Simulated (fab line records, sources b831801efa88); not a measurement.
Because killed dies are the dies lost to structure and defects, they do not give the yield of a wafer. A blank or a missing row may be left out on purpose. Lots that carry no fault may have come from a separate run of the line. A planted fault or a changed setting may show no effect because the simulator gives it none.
fab line records | flow sky130
record lots=6 wafers=18 lastDay=50
route steps=708 shown LDD_LDN@299 SPACER@304 POLY_CUT@307 PAD_OPEN@708
lots with no fault: from the same line, run without faults
startH: hours from the record's first day to the start of the lot's first wafer shown | waitH: hours from the lot's prior step to this one | " as in the row above | L1.1+2: a row that stands for several wafers | - no value, or no start given | * or withheld: withheld | < > ~ a bound
route shown NAME@n: a module of which the file shows steps, and the number in the route of the first | usual: mean/standard deviation taken from wafers without a fault | same: alike in all rows | chamber/n: place in a boat | sites: each site's reading | _std_site: how widely they spread, as a standard deviation | _edge_site: the outer-site mean with the inner-site mean subtracted | radiusMm: for every site, how far away it sits from the centre of the wafer | mask NAME#n: copy n | behind: tool/chamber where the wafer was last shaped | hold: the reason the lot was held/the length of the hold in hours/how it ended | device: the transistor (n, p or np) that didn't switch | end of line: the tests these same wafers got at the end of their route | a step with no rows: only its recipe | killed: the dies lost at the first sort to structure and to defects; this is not the yield of the wafer | map: dies across one wafer; x = killed, . = not, _ = none there
set.NAME: the setting the step ran with; set.NAME@STEP: the setting that earlier step ran with | model.NAME: the simulator's own value behind a step, which no gauge read
lots seen at some steps along the route; tables by step, rows by wafer
services: when a tool's chamber went out of use (startH, in hours from the record's first day, below 0 if earlier), for how many hours, and the reason
## steps
# step SKY_LDD_LDN_IMPLANT_10
# recipe species=As energyKev=15 doseCm2=1.25e+13 tiltDeg=withheld rotationDeg=203
# step SKY_LDD_LDN_IMPLANT_11
# recipe species=As energyKev=15 doseCm2=1.25e+13 tiltDeg=withheld rotationDeg=293
# step SKY_LDD_LDN_STRIP_12
# recipe chemistry=O2/N2 powerW=1400 pressureMtorr=1500 platenTempC=withheld o2FlowSccm=3000 n2FlowSccm=300 overashFraction=0.5
# usual drypumpMotorCurrentA=5.6/0.48 oesProductAu=0.715/0.0043 stripTimeToEndpointS=14.17/0.041
# columns lot.wafer tool chamber startH waitH drypumpMotorCurrentA oesProductAu rfHoursCounterH stripTimeToEndpointS
L836.2 plasmaAsher-01 1 543.43 0.1 4.7 0.719 87 14.19
L836.3 " 1 " " 4.7 0.720 - 14.18
L836.5 " 0 " " 5.9 0.717 - 14.11
L837.1 plasmaAsher-01 1 546.02 0.1 4.8 0.721 88 14.14
L837.4 " 1 " " 4.8 0.713 - 14.18
L837.5 " 1 " " 4.7 0.718 - 14.20
L843.2 plasmaAsher-04 1 620.53 0.1 5.3 0.718 49 14.17
L843.4 " 1 " " 5.4 0.718 - 14.17
L843.6 " 1 " " 5.3 0.714 - 14.19
L846.2 plasmaAsher-02 1 635.14 0.1 5.8 0.719 82 14.19
L846.3 " 0 " " 6.1 0.719 - 14.20
L846.5 " 1 " " 5.8 0.713 - 14.20
L849.1 plasmaAsher-01 0 655.58 0.1 5.9 0.720 99 14.17
L849.4 " 0 " " 5.9 0.714 - 14.19
L849.5 " 0 " " 5.9 0.720 - 14.18
L856.2 plasmaAsher-01 0 712.84 0.1 5.9 0.719 104 14.21
L856.5 " 1 " " 4.7 0.708 - 14.22
L856.6 " 0 " " 5.9 0.714 - 14.21
# step SKY_LDD_LDN_TW_MEAS_13
# usual LDD_LDN_TW=1481/7.8
# columns lot.wafer tool chamber startH waitH LDD_LDN_TW
L836.2 filmMetro-01 - 543.54 0.1 1473
L836.3 " - " " 1475
L836.5 " - " " 1477
L837.1 filmMetro-04 - 546.12 0.1 1479
L837.4 " - " " 1481
L837.5 " - " " 1475
L843.2 filmMetro-01 - 620.64 0.1 1460
L843.4 " - " " 1471
L843.6 " - " " 1472
L846.2 filmMetro-01 - 635.25 0.1 1483
L846.3 " - " " 1476
L846.5 " - " " 1480
L849.1 filmMetro-04 - 655.68 0.1 1477
L849.4 " - " " 1477
L849.5 " - " " 1487
L856.2 filmMetro-03 - 712.95 0.1 1488
L856.5 " - " " 1490
L856.6 " - " " 1485
# step SKY_LDD_LDN_CLEAN_14
# recipe chemistry=SC1/SC2 mix=1:4:20 tempC=70 timeS=150 dry=n2Spin
# step SKY_SPACER_CVD_00
# recipe material=Si3N4 precursor=DCS/NH3 targetThkNm=43.1 tempC=770 timeS=740 pressureMtorr=250
# step SKY_SPACER_THK_MEAS_01
# recipe reads=Si3N4_of_SPACER_CVD_00
# usual SPACER_CVD_00_THK=42.9/0.43
# columns lot.wafer tool chamber startH waitH SPACER_CVD_00_THK[nm]
L836.2 filmMetro-02 - 546.54 0.0 42.8
L836.3 " - " " 42.9
L836.5 " - " " 42.7
L837.1 filmMetro-01 - 547.73 0.0 42.5
L837.4 " - " " 42.5
L837.5 " - " " 42.2
L843.2 filmMetro-02 - 624.43 0.0 42.8
L843.4 " - " " 42.1
L843.6 " - " " 42.7
L846.2 filmMetro-01 - 636.84 0.0 43.1
L846.3 " - " " 43.0
L846.5 " - " " 43.4
L849.1 filmMetro-04 - 656.99 0.0 43.1
L849.4 " - " " 43.2
L849.5 " - " " 42.9
L856.2 filmMetro-04 - 714.26 0.0 43.9
L856.5 " - " " 43.8
L856.6 " - " " 43.9
# step SKY_SPACER_ETCHBACK_02
# recipe chemistry=CH3F/O2 target=Si3N4 stopOn=SiO2 sourceW=400 biasW=80 pressureMtorr=25 ch3fFlowSccm=40 O2_flow_sccm=30 timeS=46.7 targetDepthA=450
# usual drypumpMotorCurrentA=5.9/0.47 oesProductAu=0.854/0.007 throttleValvePct=10.562/0.009
# columns lot.wafer tool chamber startH waitH drypumpMotorCurrentA oesProductAu rfHoursCounterH throttleValvePct
L836.2 rieDiel-04 3 546.59 0.0 6.7 0.840 8 10.559
L836.3 " 1 " " 5.5 0.859 8 10.569
L836.5 " 3 " " 6.7 0.855 - 10.552
L837.1 rieDiel-02 2 547.79 0.1 6.0 0.856 0 10.586
L837.4 " 3 " " 6.0 0.855 59 10.569
L837.5 " 0 " " 5.8 0.843 - 10.556
L843.2 rieDiel-01 2 624.48 0.0 4.7 0.853 45 10.548
L843.4 " 1 " " 6.4 0.842 8 10.563
L843.6 " 3 " " 6.2 0.853 - 10.553
L846.2 rieDiel-02 3 636.89 0.0 6.0 0.851 60 10.549
L846.3 " 0 " " 5.8 0.851 58 10.564
L846.5 " 0 " " 5.8 0.868 - 10.582
L849.1 rieDiel-04 0 657.05 0.1 5.6 0.860 0 10.569
L849.4 " 3 " " 6.6 0.853 10 10.563
L849.5 " 1 " " 5.5 0.859 - 10.561
L856.2 rieDiel-02 2 714.31 0.0 6.0 0.869 4 10.558
L856.5 " 0 " " 5.8 0.876 - 10.575
L856.6 " 1 " " 6.3 0.860 - 10.569
# step SKY_POLY_CUT_DEHYDRATE_00
# recipe tempC=200 timeS=60
# step SKY_POLY_CUT_HMDS_01
# recipe primeTimeS=60 primeTempC=120
# step SKY_POLY_CUT_COAT_02
# recipe resist=BARC tempC=withheld timeS=withheld spinRpm=3000 resistThkNm=60
# step SKY_POLY_CUT_COAT_03
# recipe resist=KrF-thick spinRpm=3000 resistThkNm=450
# step SKY_POLY_CUT_SOFTBAKE_04
# recipe tempC=100 timeS=90 resist=KrF-thick
# usual exhaustPa=44.8/0.87 runLengthS=119.10/0.2
# columns lot.wafer tool chamber startH waitH exhaustPa runLengthS
L836.2 lithoTrack-02 0 562 - 45.4 119.07
L836.3 " 0 " " 44.5 119.10
L836.5 " 0 " " 44.9 119.15
L837.1 lithoTrack-04 0 563 - 44.8 118.85
L837.4 " 0 564 - 44.3 118.82
L837.5 " 0 " " 44.1 118.91
L843.2 lithoTrack-02 0 638 - 44.0 124.73
L843.4 " 0 " " 44.2 124.45
L843.6 " 0 " " 45.9 124.54
L846.2 lithoTrack-02 0 652 - 43.8 124.50
L846.3 " 0 " " 44.4 124.61
L846.5 " 0 " " 43.3 124.46
L849.1 lithoTrack-04 0 670 - 44.8 119.05
L849.4 " 0 671 - 44.6 118.76
L849.5 " 0 " " 44.9 118.83
L856.2 lithoTrack-02 0 728 - 44.7 119.35
L856.5 " 0 " " 43.9 119.08
L856.6 " 0 " " 44.3 119.00
# step SKY_POLY_CUT_EXPOSE_05
# recipe maskId=NPCM na=0.8 sourceShape=annular sigmaInner=0.55 sigmaOuter=0.85 targetCdNm=270 doseMj=32
# step SKY_PAD_OPEN_PROBE_99
# usual killed_at_M0_to_M3=43/7.2 killed_at_M4_up=3.1/1.8 killedAtContacts=24/5.4 killedAtFrontEnd=15/4.4 killedAtOther=0.4/0.56 killedDies=86/9.3 killedOpen=47/6.9 killedShort=39/6.6
# same grossDies=492 killedAtBackSide=0
# columns lot.wafer tool chamber startH waitH killed_at_M0_to_M3 killed_at_M4_up killedAtContacts killedAtFrontEnd killedAtOther killedDies killedOpen killedShort
L836.2 prober-01 - 1092.31 0.1 32 4 21 15 1 73 35 38
L836.3 prober-01 - 1092.36 0.2 32 1 31 23 0 87 41 45
L836.5 prober-01 - 1092.46 0.2 33 3 26 15 0 77 42 34
L837.1 prober-02 - 1093.55 0.1 49 2 24 14 0 89 56 33
L837.4 prober-02 - 1093.70 0.2 49 2 16 15 0 82 38 43
L837.5 prober-02 - 1093.75 0.2 46 4 18 21 0 89 53 34
L846.2 prober-01 - 1152.32 0.1 47 3 19 19 1 89 44 44
L846.3 prober-01 - 1152.37 0.2 51 0 18 16 0 85 43 42
L846.5 prober-01 - 1152.47 0.2 34 4 26 16 1 81 36 44
L849.1 prober-02 - 1163.45 0.1 36 6 13 10 0 65 30 35
L849.4 prober-02 - 1163.60 0.2 38 4 26 19 0 87 41 46
L849.5 prober-02 - 1163.65 0.2 35 1 16 12 1 65 37 27
# killed by level:class
L836.2 VIA1:geometricParticle:open=8 FIELD_ISO:geometricParticle:short=6 LI_CONTACT:geometricParticle:open=6 VIA3:geometricParticle:open=6 CONTACT:geometricParticle:short=5 LOCAL_INTERCONNECT:geometricParticle:short=4 METAL1:geometricParticle:short=4 VIA2:geometricParticle:open=4
L836.3 LI_CONTACT:geometricParticle:open=12 FIELD_ISO:geometricParticle:short=7 POLY_GATE:geometricParticle:short=6 CONTACT:geometricParticle:open=6 METAL1:geometricParticle:short=6 VIA3:geometricParticle:open=6 LI_CONTACT:geometricParticle:short=5 METAL2:geometricParticle:short=5
L836.5 LI_CONTACT:geometricParticle:open=10 VIA1:geometricParticle:open=10 CONTACT:geometricParticle:open=7 FIELD_ISO:geometricParticle:short=6 LOCAL_INTERCONNECT:geometricParticle:short=4 METAL2:geometricParticle:short=4 VIA2:geometricParticle:open=4 VIA3:geometricParticle:open=4
L837.1 LI_CONTACT:geometricParticle:open=13 VIA2:geometricParticle:open=9 VIA1:geometricParticle:open=9 VIA1:geometricParticle:short=7 METAL2:geometricParticle:short=6 POLY_GATE:geometricParticle:open=6 CONTACT:geometricParticle:open=6 VIA3:geometricParticle:open=5
L837.4 VIA1:geometricParticle:short=11 VIA1:geometricParticle:open=10 METAL2:geometricParticle:short=6 CONTACT:geometricParticle:open=5 SPACER:geometricParticle:short=4 LI_CONTACT:geometricParticle:short=4 VIA2:geometricParticle:open=4 METAL3:geometricParticle:short=4
L837.5 CONTACT:geometricParticle:open=9 VIA1:geometricParticle:open=8 METAL2:geometricParticle:short=8 FIELD_ISO:geometricParticle:open=7 VIA3:geometricParticle:open=7 LI_CONTACT:geometricParticle:open=5 METAL1:geometricParticle:short=5 METAL3:geometricParticle:short=5
L846.2 VIA1:geometricParticle:open=11 VIA3:geometricParticle:open=8 METAL1:geometricParticle:short=7 LI_CONTACT:geometricParticle:open=7 FIELD_ISO:geometricParticle:short=5 POLY_GATE:geometricParticle:open=5 METAL2:geometricParticle:short=5 FIELD_ISO:geometricParticle:open=4
L846.3 VIA1:geometricParticle:open=14 VIA2:geometricParticle:open=9 METAL2:geometricParticle:short=8 LI_CONTACT:geometricParticle:short=6 CONTACT:geometricParticle:open=6 POLY_GATE:geometricParticle:short=5 VIA3:geometricParticle:open=5 POLY_GATE:geometricParticle:open=4
L846.5 LI_CONTACT:geometricParticle:open=9 VIA1:geometricParticle:open=8 FIELD_ISO:geometricParticle:short=7 LOCAL_INTERCONNECT:geometricParticle:short=7 CONTACT:geometricParticle:short=6 METAL1:geometricParticle:short=5 VIA2:geometricParticle:open=5 VIA1:geometricParticle:short=4
L849.1 VIA3:geometricParticle:open=6 METAL4:geometricParticle:short=6 VIA1:geometricParticle:open=5 LOCAL_INTERCONNECT:geometricParticle:short=4 VIA1:geometricParticle:short=4 VIA2:geometricParticle:open=4 METAL2:geometricParticle:short=4 METAL3:geometricParticle:short=4
L849.4 VIA1:geometricParticle:open=10 CONTACT:geometricParticle:open=8 LI_CONTACT:geometricParticle:open=7 METAL2:geometricParticle:short=7 CONTACT:geometricParticle:short=5 VIA3:geometricParticle:open=5 VIA1:geometricParticle:short=5 FIELD_ISO:geometricParticle:open=4
L849.5 VIA1:geometricParticle:open=9 FIELD_ISO:geometricParticle:open=6 LI_CONTACT:geometricParticle:open=6 VIA1:geometricParticle:short=5 METAL2:geometricParticle:short=4 METAL3:geometricParticle:short=4 POLY_GATE:geometricParticle:open=3 CONTACT:geometricParticle:short=3
## services
# columns tool chamber startH hours kind
plasmaAsher-01 - 526.68 3.8 repair
rieDiel-02 0 539.14 7.4 repair
rieDiel-02 - 540.89 0.8 repair
rieDiel-04 2 543.03 - clean
rieDiel-04 2 543.03 17.5 scheduledDown
rieDiel-04 2 543.03 17.5 ventCycle
rieDiel-02 3 543.23 2.5 repair
rieDiel-01 2 579.65 8.0 repair
rieDiel-02 3 582.72 11.4 repair
rieDiel-02 - 598.00 14.6 pm
plasmaAsher-02 - 601.70 2.8 pm
rieDiel-02 2 614.91 1.8 repair
plasmaAsher-04 - 630.79 3.5 repair
rieDiel-04 0 631.07 - clean
rieDiel-01 3 643.88 5.3 repair
plasmaAsher-04 - 653.67 2.8 pm
rieDiel-02 3 656.00 - clean
rieDiel-02 3 656.00 12.1 scheduledDown
rieDiel-02 3 656.00 12.1 ventCycle
rieDiel-02 0 668.13 - clean
rieDiel-02 0 668.13 23.0 scheduledDown
rieDiel-02 0 668.13 23.0 ventCycle
rieDiel-02 3 688.53 33.7 repair
rieDiel-04 2 707.32 1.9 repair
## key
firstSign step=SKY_POLY_CUT_SOFTBAKE_04 reading=runLengthS direction=up sigmas=27 usual=* struck=*
effect none on later readings
metAt SKY_POLY_CUT_SOFTBAKE_04
struckWafers L843.2,L843.4,L843.6,L846.2,L846.3,L846.5
testerLeftOut L843,L846
onsetBetween 562 638
fault kind=processParameterDrift tool=lithoTrack-02 chamber=- onsetH=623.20 steps=SKY_POLY_CUT_SOFTBAKE_04 channel=timeS offset=* shape=step endH=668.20 actsIn=* stated=*
# testerLeftOut: of these lots the tester's yield and bins aren't shown, on N5 and GAA mostly nor the transistor test; their killed dies are dies lost to structure and defects alone, not to doping, threshold or leakage, so they don't give the yield
